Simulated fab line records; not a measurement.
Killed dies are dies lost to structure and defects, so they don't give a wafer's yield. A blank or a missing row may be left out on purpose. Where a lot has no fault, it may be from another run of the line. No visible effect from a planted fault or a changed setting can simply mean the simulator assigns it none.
Matching of chambers || flow sky130 || SKY_CONTACT_CVD_00 on pecvd-03 has 3 sister chambers
The step deposits Si3N4, target thk 75 nm. 5 wafers are shown with their chamber, then 7 later ones without.

## EACH WAFER AND ITS CHAMBER
{"wafer": "L080.3", "chamber": 0, "heater-power-w (W)": 767}
{"wafer": "L088.5", "chamber": 1, "heater-power-w (W)": 662}
{"wafer": "L088.6", "chamber": 2, "heater-power-w (W)": 655}
{"wafer": "L091.1", "chamber": 2, "heater-power-w (W)": 663}
{"wafer": "L091.3", "chamber": 1, "heater-power-w (W)": 690}

## WAFERS WITHOUT THEIR CHAMBER
{"wafer": "L091.6", "heater-power-w (W)": 669}
{"wafer": "L092.1", "heater-power-w (W)": 596}
{"wafer": "L092.3", "heater-power-w (W)": 707}
{"wafer": "L092.5", "heater-power-w (W)": 603}
{"wafer": "L095.2", "heater-power-w (W)": 751}
{"wafer": "L095.3", "heater-power-w (W)": 633}
{"wafer": "L095.4", "heater-power-w (W)": 761}

## CHAMBER TAKEN BY EACH
{"wafer": "L091.6", "from the rows above": "can't be placed: 1 or 2", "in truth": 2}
{"wafer": "L092.1", "from the rows above": "can't be placed: 2 or 1", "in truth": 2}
{"wafer": "L092.3", "from the rows above": "can't be placed: 1 or 2 or 0", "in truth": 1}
{"wafer": "L092.5", "from the rows above": "can't be placed: 2 or 1", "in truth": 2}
{"wafer": "L095.2", "from the rows above": 0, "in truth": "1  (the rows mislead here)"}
{"wafer": "L095.3", "from the rows above": "can't be placed: 2 or 1", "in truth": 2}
{"wafer": "L095.4", "from the rows above": 0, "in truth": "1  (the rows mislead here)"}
Correctly placed: 0 of 7. These rows do not allow placing 5 (true chamber among the candidates in 5). 2 placed wrongly.
How it was worked out, from the rows above alone: a wafer's distance from a chamber is the root of the sum, over the readings, of the square of ((its reading less the chamber's mean) divided by the reading's scatter). The wafer belongs to the nearest chamber; if the next one is less than 2 further off, it can't be placed. Each chamber's mean is taken over the wafers shown for it. How the scatter is found: for the shown wafers, subtract from each reading the mean of its chamber, square and add these, divide the total by (wafers less chambers), then take the root.
